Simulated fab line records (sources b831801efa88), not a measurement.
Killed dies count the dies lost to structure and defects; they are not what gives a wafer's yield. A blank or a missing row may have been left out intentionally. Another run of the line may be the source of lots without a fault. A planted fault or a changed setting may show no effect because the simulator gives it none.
fab line records	flow sky130
record lots=6	wafers=18	last-day=50
route steps=708 shown LDD_N@252 LDD_P@255 LDD_HVN@267 PAD_OPEN@708
lots untouched by any fault: they come from a run of this same line in which no faults occurred
start-h: hours from the record's first day to the start of the lot's first wafer shown	wait-h: hours since the lot's step before	" the same as in the row above	L1.1+2: one row covering several wafers at once	- value missing, or start not given	* or withheld: withheld	< > ~ a bound
route shown NAME@n: names a module that has steps shown in the file, with the first one's number in the route	usual: the fault-free wafers' mean and standard deviation	same: alike in all rows	chamber/n: place in a boat	sites: the reading at each site	_std_site: the standard deviation of these	_edge_site: the outer-site mean with the inner-site mean subtracted	radius-mm: for every site, how far away it sits from the centre of the wafer	mask NAME#n: copy n	behind: the most recent tool/chamber to have shaped the wafer	hold: what put the lot on hold/how long, in hours/how the hold closed	device: whichever transistor did not switch (one of n, p or np)	end of line: at the end of the route, the tests of the same wafers	for a step that has no rows: nothing shown but its recipe	killed: at the first sort, the dies lost to defects and structure; wafer yield is something else	map: per-die view of a wafer (x killed, . not killed, _ where there is no die)
set.NAME: the setting the step ran with; set.NAME@STEP: the setting that earlier step ran with	model.NAME: the simulator's own value behind a step, which no gauge read
lots at some steps of the route; a table a step, a row a wafer
services: the hour from which a tool's chamber was out of use, counted from the record's first day as start-h (under 0 if before that day), plus the number of hours and why
## steps
# step SKY_LDD_N_IMPLANT_15
# recipe species=BF2	energy-kev=50	dose-cm2=5e+12	tilt-deg=30	rotation-deg=270
# step SKY_LDD_N_STRIP_16
# recipe chemistry=O2/N2	power-w=1400	pressure-mtorr=1500	platen-temp-c=withheld	o2-flow-sccm=3000	n2-flow-sccm=300	overash-fraction=0.5
# usual drypump-motor-current-A=5.8/0.34	oes-product-au=0.406/0.0045	strip-time-to-endpoint-s=4.315/0.013
lot.wafer	tool	chamber	start-h	wait-h	drypump-motor-current-A	oes-product-au	rf-hours-counter-h	strip-time-to-endpoint-s
L820.1	plasma-asher-02	1	440.43	0.1	5.8	0.405	76	4.329
L820.3	"	1	"	"	5.8	0.401	-	4.328
L820.4	"	0	"	"	5.1	0.403	-	4.319
L827.3	plasma-asher-01	1	481.26	0.1	5.8	0.407	-	4.310
L827.4	"	0	"	"	5.6	0.405	-	4.300
L827.5	"	1	"	"	5.8	0.407	-	4.299
L826.1	plasma-asher-02	0	482.68	0.1	5.1	0.406	81	4.331
L826.4	"	1	"	"	5.9	0.403	-	4.340
L826.6	"	0	"	"	5.1	0.407	-	4.331
L828.4	plasma-asher-02	0	498.85	0.1	5.2	0.409	-	4.309
L828.5	"	0	"	"	5.1	0.408	-	4.330
L828.6	"	1	"	"	5.9	0.407	-	4.309
L839.2	plasma-asher-02	0	588.61	0.1	5.1	0.407	92	4.310
L839.3	"	1	"	"	5.9	0.405	-	4.321
L839.5	"	0	"	"	5.1	0.404	-	4.309
L840.1	plasma-asher-03	0	594.23	0.1	6.2	0.408	79	4.306
L840.2	"	1	"	"	5.8	0.411	79	4.322
L840.6	"	0	"	"	6.2	0.409	-	4.299
# step SKY_LDD_N_TW_MEAS_17
# usual LDD_N_TW=2596/18
lot.wafer	tool	chamber	start-h	wait-h	LDD_N_TW
L820.1	film-metro-01	-	440.53	0.1	2619
L820.3	"	-	"	"	2605
L820.4	"	-	"	"	2600
L827.3	film-metro-01	-	481.35	0.1	2602
L827.4	"	-	"	"	2609
L827.5	"	-	"	"	2614
L826.1	film-metro-03	-	482.78	0.1	2571
L826.4	"	-	"	"	2577
L826.6	"	-	"	"	2573
L828.4	film-metro-03	-	498.94	0.1	2572
L828.5	"	-	"	"	2580
L828.6	"	-	"	"	2573
L839.2	film-metro-01	-	588.72	0.1	2621
L839.3	"	-	"	"	2617
L839.5	"	-	"	"	2605
L840.1	film-metro-03	-	594.33	0.1	2563
L840.2	"	-	"	"	2572
L840.6	"	-	"	"	2560
# step SKY_LDD_P_DEHYDRATE_00
# recipe temp-c=200	time-s=60
# step SKY_LDD_P_HMDS_01
# recipe prime-time-s=60	prime-temp-c=120
# step SKY_LDD_P_COAT_02
# recipe resist=NOVOLAK	spin-rpm=3000	resist-thk-nm=1140
# step SKY_LDD_P_SOFTBAKE_03
# recipe temp-c=90	time-s=61.51	resist=NOVOLAK
# usual plate-sensor-t-centre-C=90.760/0.01	plate-sensor-t-edge-C=90.829/0.0099
lot.wafer	tool	chamber	start-h	wait-h	plate-sensor-t-centre-C	plate-sensor-t-edge-C
L820.1	litho-track-01	0	454.58	0.1	90.759	90.830
L820.3	"	0	"	"	90.740	90.838
L820.4	"	0	"	"	90.755	90.829
L827.3	litho-track-03	0	497.05	0.1	90.758	90.833
L827.4	"	0	"	"	90.756	90.821
L827.5	"	0	"	"	90.753	90.828
L826.1	litho-track-01	0	498.18	0.1	90.759	90.822
L826.4	"	0	"	"	90.763	90.827
L826.6	"	0	"	"	90.771	90.832
L828.4	litho-track-03	0	513.47	0.1	90.753	90.830
L828.5	"	0	"	"	90.767	90.838
L828.6	"	0	"	"	90.748	90.830
L839.2	litho-track-01	0	603.81	0.1	90.772	90.822
L839.3	"	0	"	"	90.773	90.842
L839.5	"	0	"	"	90.747	90.857
L840.1	litho-track-03	0	608.25	0.1	90.755	90.819
L840.2	"	0	"	"	90.757	90.830
L840.6	"	0	"	"	90.752	90.833
# step SKY_LDD_P_EXPOSE_04
# recipe mask-id=PSDM	na=0.6	source-shape=conventional	sigma-outer=0.6	polarization=unpolarized	target-cd-nm=380	dose-mj=138
# step SKY_LDD_P_PEB_05
# recipe temp-c=withheld	time-s=*	resist=NOVOLAK
# step SKY_LDD_P_DEVELOP_06
# recipe resist=NOVOLAK	developer=TMAH	develop-time-s=60	dev-temp-c=23
# step SKY_LDD_P_CD_MEAS_07
# recipe target-cd-nm=380
# usual cd-nm=379.5/2.3
lot.wafer	tool	chamber	start-h	wait-h	cd-nm
L820.1	cd-sem-01	-	471.18	0.1	376.0
L820.3	"	-	"	"	375.7
L820.4	"	-	"	"	377.6
L827.3	cd-sem-01	-	512.07	0.1	377.2
L827.4	"	-	"	"	379.7
L827.5	"	-	"	"	377.7
L826.1	cd-sem-02	-	512.83	0.1	383.7
L826.4	"	-	"	"	380.6
L826.6	"	-	"	"	379.8
L828.4	cd-sem-01	-	528.21	0.1	377.2
L828.5	"	-	"	"	376.3
L828.6	"	-	"	"	373.9
L839.2	cd-sem-01	-	618.40	0.1	378.9
L839.3	"	-	"	"	379.2
L839.5	"	-	"	"	379.9
L840.1	cd-sem-02	-	623.75	0.1	378.3
L840.2	"	-	"	"	377.6
L840.6	"	-	"	"	378.6
# step SKY_LDD_P_OVL_MEAS_08
# usual LDD_P_OVL=-0.5/1.2
lot.wafer	tool	chamber	start-h	wait-h	LDD_P_OVL[nm]
L820.1	overlay-02	-	471.30	0.1	-0.3
L820.3	"	-	"	"	-0.5
L820.4	"	-	"	"	-0.7
L827.3	overlay-02	-	512.16	0.1	-1.0
L827.4	"	-	"	"	-0.8
L827.5	"	-	"	"	0.1
L826.1	overlay-02	-	512.95	0.1	-0.5
L826.4	"	-	"	"	-0.8
L826.6	"	-	"	"	0.1
L828.4	overlay-01	-	528.28	0.1	1.0
L828.5	"	-	"	"	1.8
L828.6	"	-	"	"	-0.3
L839.2	overlay-01	-	618.51	0.1	-1.0
L839.3	"	-	"	"	2.5
L839.5	"	-	"	"	-0.5
L840.1	overlay-01	-	623.87	0.1	-1.3
L840.2	"	-	"	"	-0.4
L840.6	"	-	"	"	-0.6
# step SKY_LDD_P_IMPLANT_09
# recipe species=BF2	energy-kev=25	dose-cm2=1e+13	tilt-deg=withheld
# usual dose-ions-cm2=9.999e+12/1.2e+10	faraday-current-uA=56.4/1.2
lot.wafer	tool	chamber	start-h	wait-h	dose-ions-cm2	faraday-current-uA
L820.1	implanter-04	0	471.34	0.0	1e+13	56.1
L820.3	"	0	"	"	1.0001e+13	54.5
L820.4	"	0	"	"	9.991e+12	55.0
L827.3	implanter-04	0	512.23	0.1	5.753e+12	31.9
L827.4	"	0	"	"	5.756e+12	32.0
L827.5	"	0	"	"	5.74e+12	32.7
L826.1	implanter-01	0	512.99	0.0	1e+13	56.0
L826.4	"	0	"	"	1.0013e+13	56.9
L826.6	"	0	"	"	9.988e+12	57.1
L828.4	implanter-04	0	528.38	0.1	5.782e+12	33.3
L828.5	"	0	"	"	5.737e+12	33.5
L828.6	"	0	"	"	5.753e+12	31.6
L839.2	implanter-02	0	618.57	0.0	1.0011e+13	55.9
L839.3	"	0	"	"	9.992e+12	59.5
L839.5	"	0	"	"	1.0005e+13	55.4
L840.1	implanter-02	0	623.90	0.0	9.96e+12	56.9
L840.2	"	0	"	"	1.0011e+13	58.2
L840.6	"	0	"	"	1.0009e+13	56.4
# step SKY_LDD_P_STRIP_10
# recipe chemistry=O2/N2	power-w=1400	pressure-mtorr=1500	platen-temp-c=withheld	o2-flow-sccm=3000	n2-flow-sccm=300	overash-fraction=0.5
# usual drypump-motor-current-A=5.7/0.52	oes-product-au=0.716/0.0043	strip-time-to-endpoint-s=14.16/0.043
lot.wafer	tool	chamber	start-h	wait-h	drypump-motor-current-A	oes-product-au	rf-hours-counter-h	strip-time-to-endpoint-s
L820.1	plasma-asher-04	1	471.49	0.1	4.8	0.708	35	14.24
L820.3	"	0	"	"	6.3	0.722	-	14.25
L820.4	"	1	"	"	4.8	0.717	-	14.19
L827.3	plasma-asher-03	1	512.37	0.1	5.8	0.711	-	14.16
L827.4	"	0	"	"	6.2	0.715	-	14.10
L827.5	"	1	"	"	5.8	0.710	-	14.13
L826.1	plasma-asher-04	1	513.14	0.1	4.8	0.714	39	14.15
L826.4	"	1	"	"	4.8	0.710	-	14.11
L826.6	"	1	"	"	4.8	0.717	-	14.18
L828.4	plasma-asher-03	1	528.49	0.1	5.8	0.719	-	14.10
L828.5	"	1	"	"	5.8	0.712	-	14.14
L828.6	"	0	"	"	6.2	0.714	-	14.11
L839.2	plasma-asher-04	1	618.69	0.1	4.8	0.721	47	14.14
L839.3	"	0	"	"	6.3	0.713	-	14.16
L839.5	"	0	"	"	6.3	0.722	-	14.14
L840.1	plasma-asher-02	1	624.05	0.1	5.9	0.718	95	14.21
L840.2	"	0	"	"	5.1	0.715	95	14.14
L840.6	"	1	"	"	5.9	0.723	-	14.14
# step SKY_LDD_P_TW_MEAS_11
# usual LDD_P_TW=636/4.3
lot.wafer	tool	chamber	start-h	wait-h	LDD_P_TW
L820.1	film-metro-03	-	471.59	0.1	634
L820.3	"	-	"	"	636
L820.4	"	-	"	"	637
L827.3	film-metro-04	-	512.45	0.1	537
L827.4	"	-	"	"	539
L827.5	"	-	"	"	538
L826.1	film-metro-04	-	513.24	0.1	640
L826.4	"	-	"	"	639
L826.6	"	-	"	"	640
L828.4	film-metro-03	-	528.58	0.1	535
L828.5	"	-	"	"	530
L828.6	"	-	"	"	533
L839.2	film-metro-02	-	618.80	0.1	632
L839.3	"	-	"	"	629
L839.5	"	-	"	"	630
L840.1	film-metro-03	-	624.15	0.1	636
L840.2	"	-	"	"	637
L840.6	"	-	"	"	635
# step SKY_LDD_HVN_DEHYDRATE_00
# recipe temp-c=200	time-s=60
# step SKY_PAD_OPEN_PROBE_99
# usual killed_at_M0_to_M3=43/7.4	killed_at_M4_up=3.1/1.8	killed-at-contacts=26/5.6	killed-at-front-end=15/4.9	killed-at-other=0.2/0.44	killed-dies=87/10	killed-open=48/7.6	killed-short=39/6.2
# same gross-dies=492	killed-at-back-side=0
lot.wafer	tool	chamber	start-h	wait-h	killed_at_M0_to_M3	killed_at_M4_up	killed-at-contacts	killed-at-front-end	killed-at-other	killed-dies	killed-open	killed-short	model.etest.tip-p.rs-ohm-sq	model.etest.tip-p.rs-ohm-sq-range	model.etest.pfet_01v8.r-on-ohm-um	model.etest.pfet_01v8.drive-ua-um	model.etest.pfet_01v8_hvt.drive-ua-um	model.etest.sram-pfet-latch.drive-ua-um	model.etest.pfet_01v8_lvt.drive-ua-um	model.etest.pfet_01v8.off-log10-a-um
L820.1	prober-02	-	1100.05	0.1	35	4	29	10	0	78	44	31	6967	202	2927	188.9	142.1	141.5	174.9	-10.06
L820.3	prober-02	-	1100.15	0.2	48	2	27	14	0	91	49	42	6935	209.7	2977	187.7	139.8	137.2	172.2	-10.07
L820.4	prober-02	-	1100.20	0.2	43	4	26	16	0	89	55	34	6903	168.8	2988	183.8	136.4	133.5	172.7	-10.39
L827.3	prober-01	-	1125.67	0.2	39	4	27	9	0	79	38	40	1.08e+04	249.1	3056	179	132.4	124.2	167.7	-10.13
L827.4	prober-01	-	1125.72	0.2	32	6	40	15	0	93	58	35	1.095e+04	433.5	3035	182.1	134.9	133.2	172.9	-10.11
L827.5	prober-01	-	1125.77	0.2	35	2	36	14	0	87	53	34	1.089e+04	653.4	3101	178	132.4	124.8	168.2	-10.36
L826.1	prober-02	-	1128.91	0.1	36	4	19	16	0	75	47	28	6755	216.3	2852	198	147.5	142.4	176.6	-9.139
L826.4	prober-02	-	1129.06	0.2	46	6	22	17	0	91	56	34	6737	159.7	2841	198.4	147.9	143.4	177.7	-9.302
L826.6	prober-02	-	1129.16	0.2	55	5	30	18	0	108	52	55	6693	188.6	2852	197.8	146.8	141.7	177.3	-9.232
L828.4	prober-01	-	1139.31	0.2	31	4	25	15	0	75	39	35	1.091e+04	414.3	2951	186.5	136.3	135	171.7	-9.956
L828.5	prober-01	-	1139.36	0.2	53	2	22	13	0	90	46	44	1.099e+04	425.6	2964	186.6	136.2	137.2	172.3	-9.72
L828.6	prober-01	-	1139.41	0.2	31	2	28	8	0	69	43	26	1.095e+04	521	3033	182.1	134.9	136	169.2	-10.3
L839.2	prober-01	-	1189.49	0.1	36	9	25	9	0	79	41	38	6792	226.9	2898	192.2	142.5	142.6	174.8	-9.367
L839.3	prober-01	-	1189.54	0.2	43	5	38	16	0	102	49	53	6730	214.3	2908	194.9	144.1	139.8	175	-9.376
L839.5	prober-01	-	1189.64	0.2	46	2	36	14	0	98	64	34	6764	188.6	2877	194	142.9	141.2	173.5	-9.462
L840.1	prober-02	-	1194.67	0.1	43	1	35	20	0	99	57	42	6740	229.4	2880	195.9	145.7	143.3	170.5	-9.12
L840.2	prober-02	-	1194.72	0.1	35	1	23	12	0	71	46	25	6705	273.6	2815	200.8	150.3	150.4	173.9	-8.927
L840.6	prober-02	-	1194.92	0.2	42	2	23	12	1	80	41	39	6725	141.5	2820	201.9	149.2	149.8	173.5	-8.972
# killed by level:class
L820.1 CONTACT:geometric-particle:open=14 VIA3:geometric-particle:open=8 CONTACT:geometric-particle:short=7 VIA2:geometric-particle:open=6 VIA3:geometric-particle:short=5 FIELD_ISO:geometric-particle:open=3 POLY_GATE:geometric-particle:short=3 POLY_GATE:geometric-particle:open=3
L820.3 VIA1:geometric-particle:open=17 CONTACT:geometric-particle:open=8 LI_CONTACT:geometric-particle:open=7 METAL2:geometric-particle:short=7 VIA2:geometric-particle:open=7 CONTACT:geometric-particle:short=6 POLY_GATE:geometric-particle:short=5 FIELD_ISO:geometric-particle:short=4
L820.4 CONTACT:geometric-particle:open=10 VIA1:geometric-particle:open=9 LI_CONTACT:geometric-particle:open=8 VIA2:geometric-particle:open=7 VIA3:geometric-particle:open=6 METAL2:geometric-particle:short=5 POLY_GATE:geometric-particle:open=4 POLY_GATE:geometric-particle:short=4
L827.3 CONTACT:geometric-particle:open=11 METAL1:geometric-particle:short=8 VIA1:geometric-particle:open=8 METAL2:geometric-particle:short=6 LI_CONTACT:geometric-particle:open=5 CONTACT:geometric-particle:short=5 LOCAL_INTERCONNECT:geometric-particle:short=4 VIA3:geometric-particle:open=4
L827.4 CONTACT:geometric-particle:open=18 LI_CONTACT:geometric-particle:open=9 VIA1:geometric-particle:open=8 CONTACT:geometric-particle:short=7 VIA3:geometric-particle:open=5 VIA2:geometric-particle:open=4 VIA3:geometric-particle:short=4 FIELD_ISO:geometric-particle:open=3
L827.5 CONTACT:geometric-particle:open=15 VIA1:geometric-particle:open=10 FIELD_ISO:geometric-particle:short=8 LI_CONTACT:geometric-particle:open=7 VIA1:geometric-particle:short=6 VIA2:geometric-particle:open=6 LOCAL_INTERCONNECT:geometric-particle:short=5 VIA3:geometric-particle:open=5
L826.1 VIA1:geometric-particle:open=10 CONTACT:geometric-particle:open=8 VIA2:geometric-particle:open=7 METAL1:geometric-particle:short=6 FIELD_ISO:geometric-particle:open=5 LI_CONTACT:geometric-particle:open=5 VIA3:geometric-particle:open=4 FIELD_ISO:geometric-particle:short=3
L826.4 VIA1:geometric-particle:open=16 CONTACT:geometric-particle:open=12 POLY_GATE:geometric-particle:short=9 VIA3:geometric-particle:open=7 POLY_GATE:geometric-particle:open=4 LI_CONTACT:geometric-particle:open=4 METAL1:geometric-particle:short=4 VIA1:geometric-particle:short=4
L826.6 CONTACT:geometric-particle:open=11 VIA1:geometric-particle:open=10 METAL2:geometric-particle:short=7 VIA2:geometric-particle:open=7 CONTACT:geometric-particle:short=6 LI_CONTACT:geometric-particle:open=6 VIA2:geometric-particle:short=6 FIELD_ISO:geometric-particle:open=5
L828.4 CONTACT:geometric-particle:open=11 METAL1:geometric-particle:short=6 POLY_GATE:geometric-particle:short=4 CONTACT:geometric-particle:short=4 METAL2:geometric-particle:short=4 VIA2:geometric-particle:open=4 VIA3:geometric-particle:open=4 POLY_GATE:geometric-particle:open=3
L828.5 METAL2:geometric-particle:short=11 VIA1:geometric-particle:open=9 CONTACT:geometric-particle:open=8 VIA3:geometric-particle:open=7 LI_CONTACT:geometric-particle:open=5 METAL1:geometric-particle:short=5 VIA2:geometric-particle:open=5 METAL3:geometric-particle:short=5
L828.6 CONTACT:geometric-particle:open=12 LI_CONTACT:geometric-particle:open=10 VIA1:geometric-particle:open=8 VIA2:geometric-particle:open=7 METAL1:geometric-particle:short=5 CONTACT:geometric-particle:short=4 METAL2:geometric-particle:short=3 VIA2:geometric-particle:short=3
L839.2 METAL2:geometric-particle:short=8 METAL4:geometric-particle:short=8 LI_CONTACT:geometric-particle:open=7 VIA1:geometric-particle:open=7 CONTACT:geometric-particle:open=6 CONTACT:geometric-particle:short=5 VIA3:geometric-particle:open=5 VIA3:geometric-particle:short=4
L839.3 CONTACT:geometric-particle:open=11 LI_CONTACT:geometric-particle:open=9 CONTACT:geometric-particle:short=9 METAL3:geometric-particle:short=6 VIA2:geometric-particle:open=6 POLY_GATE:geometric-particle:short=5 LI_CONTACT:geometric-particle:short=5 METAL1:geometric-particle:short=5
L839.5 LI_CONTACT:geometric-particle:open=13 CONTACT:geometric-particle:open=13 VIA1:geometric-particle:open=9 VIA2:geometric-particle:open=9 VIA1:geometric-particle:short=8 VIA3:geometric-particle:open=7 FIELD_ISO:geometric-particle:open=5 CONTACT:geometric-particle:short=5
L840.1 CONTACT:geometric-particle:open=15 POLY_GATE:geometric-particle:open=10 LI_CONTACT:geometric-particle:open=8 VIA1:geometric-particle:short=6 VIA1:geometric-particle:open=6 LOCAL_INTERCONNECT:geometric-particle:short=5 LI_CONTACT:geometric-particle:short=5 VIA3:geometric-particle:open=5
L840.2 VIA1:geometric-particle:open=11 CONTACT:geometric-particle:open=7 VIA2:geometric-particle:open=7 FIELD_ISO:geometric-particle:open=5 LI_CONTACT:geometric-particle:open=5 CONTACT:geometric-particle:short=4 METAL2:geometric-particle:short=4 LOCAL_INTERCONNECT:geometric-particle:short=3
L840.6 VIA1:geometric-particle:open=12 CONTACT:geometric-particle:open=7 VIA1:geometric-particle:short=7 LI_CONTACT:geometric-particle:short=5 LI_CONTACT:geometric-particle:open=4 CONTACT:geometric-particle:short=4 METAL1:geometric-particle:short=4 VIA2:geometric-particle:open=4
## services
tool	chamber	start-h	hours	kind
plasma-asher-03	-	417.98	2.8	pm
plasma-asher-01	-	421.25	9.0	pm
plasma-asher-01	0	421.25	9.0	vent-cycle
plasma-asher-04	-	437.83	0.3	repair
plasma-asher-01	-	450.24	2.9	repair
plasma-asher-02	-	471.75	1.2	repair
implanter-01	-	497.58	1.7	repair
implanter-04	-	512.49	4.1	pm
plasma-asher-04	-	516.22	2.9	repair
implanter-02	-	522.19	1.1	repair
plasma-asher-04	-	524.77	28.1	pm
implanter-02	-	527.12	5.6	repair
plasma-asher-01	-	551.75	12.5	repair
implanter-04	-	556.43	0.7	repair
implanter-04	-	567.53	10.3	repair
implanter-02	-	567.93	3.8	pm
implanter-01	-	574.54	3.2	pm
implanter-04	-	581.12	3.4	pm
implanter-04	-	588.09	2.3	repair
implanter-04	-	598.46	15.0	pm
plasma-asher-02	-	611.65	2.8	pm
implanter-04	-	615.20	1.9	repair
plasma-asher-02	-	616.86	4.6	repair
plasma-asher-04	-	620.58	3.2	repair
## key
first-sign step=SKY_LDD_P_IMPLANT_09	reading=dose-ions-cm2	direction=down	sigmas=99+	usual=*	struck=*
effect step=SKY_LDD_P_IMPLANT_09	reading=faraday-current-uA	direction=down	sigmas=20	usual=56.4	struck=32.5
effect step=SKY_LDD_P_TW_MEAS_11	reading=LDD_P_TW	direction=down	sigmas=24	usual=636	struck=535
model-effect step=SKY_PAD_OPEN_PROBE_99	value=etest.tip-p.rs-ohm-sq	without=6850	struck=1.091e+04
met-at SKY_LDD_P_IMPLANT_09
struck-wafers L827.3,L827.4,L827.5,L828.4,L828.5,L828.6
tester-left-out L827,L828
onset-between 471.34 512.23
fault kind=process-parameter-drift	tool=implanter-04	chamber=-	onset-h=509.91	steps=SKY_LDD_P_IMPLANT_09	channel=dose-cm2	offset=*	shape=step	end-h=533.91	acts-in=*	stated=*
# tester-left-out: of these lots the tester's yield and bins aren't shown, on N5 and GAA mostly nor the transistor test; their killed dies are dies lost to structure and defects alone, not to doping, threshold or leakage, so they don't give the yield
